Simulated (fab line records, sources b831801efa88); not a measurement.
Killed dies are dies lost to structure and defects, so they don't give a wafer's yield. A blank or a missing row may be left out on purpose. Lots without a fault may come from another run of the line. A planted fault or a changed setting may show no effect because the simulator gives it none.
A struck lot beside a sound one | flow gf180mcu | 14 steps out of a route of 602
Sound: wafers L258.1, L258.4, L258.6. Struck: wafers L266.1, L266.2, L266.3. The cause comes at the end.
At each step with rows: each side's tool, then ch and its chambers, then its first start. Under that, the readings that differ: sound wafers | struck wafers | difference of the means | sigmas: that difference in standard deviations of wafers without a fault.
alike: readings whose means differ by less than 2 such deviations, and words and numbers that are the same on both sides. not compared: withheld readings, readings that some wafer has no value for, bounds like >300 that may hide the same value, and numbers for which the record gives no deviation and whose values overlap.
The two part at a step that has a row with sigmas, a row that says differs or no value, or rows on one side only. Numbers that don't overlap but have no deviation are shown without sigmas and don't part them. A reading that every wafer of one side lacks parts them only if that side has two wafers or more.

first, 1 step without rows for these wafers: GF_V4_ETCH_17 (etches SiO2 in C4F8/O2/Ar, stops on TiN, target depth 630 nm).
GF_V4_STRIP_18: strips in O2/N2.
  sound on plasma_asher-01 ch 0,1, day 25 09:40; struck on plasma_asher-03 ch 0,1, day 28 02:04
  reading                     | sound       | struck      | difference | sigmas
  drypump_motor_current_A (A) | 5.5 5.0 5.5 | 6.5 6.3 6.3 | +1.0       | +2
  alike: heater_power_w, oes_product_au
  not compared: rf_hours_counter_h
then, 2 steps without rows for these wafers: GF_V4_STRIP_19 (strips in post etch residue remover, time 1200 s); GF_V4_CLEAN_20 (cleans in DIW).
GF_V4_SPUTTER_21: material Ti, target thk 15 nm, time 80.02 s.
  sound on pvd_sputter-04, day 25 10:12; struck on pvd_sputter-02, day 28 02:37
  alike: cathode_dc_power_W, chamber_pressure_pa, throttle_valve_pct
GF_V4_SPUTTER_22: material TiN, target thk 10 nm, time 40 s.
  sound on pvd_sputter-04, day 25 10:16; struck on pvd_sputter-02, day 28 02:40
  alike: cathode_dc_power_W, chamber_pressure_pa, throttle_valve_pct
then, 1 step without rows for these wafers: GF_V4_CVD_23 (deposits W, target thk 350 nm, time 104.9 s).
GF_V4_RS_MEAS_24: measures by four-point-probe.
  sound on film_metro-01, day 25 10:25; struck on film_metro-03, day 28 02:49
  alike: V4_W_RS
GF_V4_THK_MEAS_25: measures by xrf.
  sound on film_metro-01, day 25 10:32; struck on film_metro-03, day 28 02:56
  reading       | sound       | struck      | difference | sigmas
  V4_W_THK (nm) | 352 358 356 | 365 366 362 | +9         | +2
GF_V4_CMP_26: polishes, stops on SiO2, t overpolish 15 s, target thk 0 nm.
  sound on cmp-01 ch 0,3, day 25 10:35; struck on cmp-02 ch 0,1,3, day 28 03:03
  alike: motor_current_A, overpolish_run_s, time_to_endpoint_s
then, 2 steps without rows for these wafers: GF_MIM_SPUTTER_00 (material Ti, target thk 37.5 nm, time 150 s); GF_MIM_SPUTTER_01 (material TiN, target thk 30 nm, time 25 s).
GF_MIM_SPUTTER_02: material AlCu, target thk 450 nm, time 23.9 s.
  sound on pvd_sputter-01, day 25 11:02; struck on pvd_sputter-01, day 28 03:26
  no value came back on the struck wafers for cathode_dc_power_W (W), chamber_pressure_pa (Pa), throttle_valve_pct (%); on the sound wafers cathode_dc_power_W (W) reads 10598 10601 10602
GF_MIM_SPUTTER_03: material Ti, target thk 10 nm, time 6.7 s.
  sound on pvd_sputter-01, day 25 11:04; struck on pvd_sputter-01, day 28 03:28
  alike: cathode_dc_power_W, chamber_pressure_pa, throttle_valve_pct

WHERE THEY PART
First at GF_V4_STRIP_18; last, within this record, at GF_MIM_SPUTTER_02. Later steps at which nothing parts them and some readings are alike: GF_MIM_SPUTTER_03.

WHY: what the simulator had put in
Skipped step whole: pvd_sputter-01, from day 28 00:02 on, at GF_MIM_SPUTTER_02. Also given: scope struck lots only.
